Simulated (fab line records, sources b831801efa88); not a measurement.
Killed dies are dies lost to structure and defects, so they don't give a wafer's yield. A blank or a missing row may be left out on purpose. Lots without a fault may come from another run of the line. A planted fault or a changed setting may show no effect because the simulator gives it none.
Which tool did it? | flow sky130 | 13 lots, 39 wafers sampled, at 3 steps of a route of 708

WHAT THE GAUGES READ, wafer by wafer
SKY_LDD_N_OVL_MEAS_07.
lot  | measured     | on         | LDD_N_OVL (nm)
L750 | day 18 02:53 | overlay-01 | -1.2 -1.1 -1.9
L751 | day 18 16:11 | overlay-01 | 0.1 -1.3 -1.4
L752 | day 19 08:42 | overlay-01 | 0.2 0.5 -0.4
L754 | day 19 16:23 | overlay-02 | -0.6 1.0 -0.8
L753 | day 19 21:47 | overlay-01 | 1.2 2.7 1.0
L759 | day 22 00:35 | overlay-02 | -0.5 0.3 -0.4
L763 | day 23 13:18 | overlay-02 | -1.5 -0.6 0.3
L764 | day 23 14:08 | overlay-02 | -0.6 -1.1 -1.8
L765 | day 23 21:47 | overlay-01 | 0.6 0.4 -1.8
L769 | day 24 23:44 | overlay-02 | 1.0 -0.5 -0.9
L768 | day 25 01:53 | overlay-01 | -1.3 -1.3 -1.4
L770 | day 25 16:30 | overlay-01 | -1.1 -1.1 -1.0
L771 | day 25 17:35 | overlay-01 | -1.1 1.2 0.9

SKY_LDD_HVP_OVL_MEAS_07.
lot  | measured     | on         | LDD_HVP_OVL (nm)
L750 | day 22 01:57 | overlay-01 | -0.4 -1.2 0.0
L751 | day 22 14:12 | overlay-02 | -1.3 -1.7 -1.7
L752 | day 23 07:56 | overlay-01 | -0.6 -0.7 0.8
L754 | day 23 14:15 | overlay-01 | -1.7 0.3 -0.2
L753 | day 23 19:23 | overlay-01 | 2.2 0.2 0.4
L759 | day 25 22:32 | overlay-02 | 1.9 0.9 -0.9
L763 | day 27 09:14 | overlay-01 | 0.7 -0.2 -0.5
L764 | day 27 10:08 | overlay-02 | -2.5 -1.4 -1.5
L765 | day 27 17:03 | overlay-02 | 1.9 2.1 1.4
L769 | day 28 17:14 | overlay-01 | -0.4 -1.7 -0.8
L768 | day 28 20:09 | overlay-02 | 1.3 -1.0 -0.9
L770 | day 29 09:06 | overlay-01 | -0.2 -1.6 -1.8
L771 | day 29 12:09 | overlay-02 | -0.5 -1.9 0.4

WHICH TOOL RAN EACH LOT (tool, then ch and the chambers of the sampled wafers, then the start)
lot  | SKY_POLY_GATE_ETCH_17
L750 | rie_si-02 ch 1,2,3, day 16 18:14
L751 | rie_si-01 ch 0,1, day 17 04:05
L752 | rie_si-02 ch 1,2,3, day 17 23:32
L754 | rie_si-02 ch 1,2,3, day 18 03:47
L753 | rie_si-02 ch 0,2,3, day 18 10:41
L759 | rie_si-01 ch 0,2, day 20 15:28
L763 | rie_si-01 ch 0,1,3, day 22 05:56
L764 | rie_si-02 ch 0,1, day 22 06:32
L765 | rie_si-01 ch 2,3, day 22 12:44
L769 | rie_si-02 ch 1,3, day 23 16:17
L768 | rie_si-01 ch 1,2, day 23 18:28
L770 | rie_si-02 ch 2,3, day 24 08:17
L771 | rie_si-01 ch 1,2, day 24 09:50
- SKY_POLY_GATE_ETCH_17: etches poly-Si in HBr/Cl2, stops on SiO2, target depth 180 nm, time 70.5 s.

WHAT THE TOOLS THEMSELVES READ (means of the sampled wafers that have a number; where no wafer has one, the mark that the record gives instead)
SKY_POLY_GATE_ETCH_17.
lot  | tool      | drypump_motor_current_A (A) | oes_product_au (a.u.) | throttle_valve_pct (%)
L750 | rie_si-02 | 5.6                         | 0.983                 | 33.682
L751 | rie_si-01 | 5.7                         | 0.987                 | 33.685
L752 | rie_si-02 | 5.6                         | 0.988                 | 33.687
L754 | rie_si-02 | 5.6                         | 0.986                 | 33.686
L753 | rie_si-02 | 6.0                         | 0.991                 | 33.679
L759 | rie_si-01 | 6.0                         | 0.987                 | 33.682
L763 | rie_si-01 | 5.8                         | 0.978                 | 33.698
L764 | rie_si-02 | 5.5                         | 0.994                 | 33.674
L765 | rie_si-01 | 6.1                         | 0.982                 | 33.679
L769 | rie_si-02 | 5.4                         | 0.989                 | 33.688
L768 | rie_si-01 | 6.0                         | 0.972                 | 33.696
L770 | rie_si-02 | 5.8                         | 0.987                 | 33.683
L771 | rie_si-01 | 5.8                         | 0.983                 | 33.691

THE ANSWER, worked out from the rows above alone
Rule: what is usual is taken from the lots themselves. Put in order of their means at a reading, lots are off if they are a third of the lots or fewer, leave a main group of 4 or more, and stand apart from it by a gap of 3 or more times the standard deviation of the main group's means; of several such gaps the widest counts. A main group whose means are all the same, to the digits that the tables above print for the reading, isn't used. A lot without any number at a reading at which 4 lots or more have one is off too. The other lots that the step has rows for count as sound. The gauges are gone through in route order, then the tools' own readings, and for those a lot's mean is taken as printed above. The first step at which some lot is off is used, and at that step the reading that is off furthest; a lot without a number counts as furthest.
No lot is off at any reading shown: from this, nothing can be told.

WHAT THE SIMULATOR HAD PUT IN
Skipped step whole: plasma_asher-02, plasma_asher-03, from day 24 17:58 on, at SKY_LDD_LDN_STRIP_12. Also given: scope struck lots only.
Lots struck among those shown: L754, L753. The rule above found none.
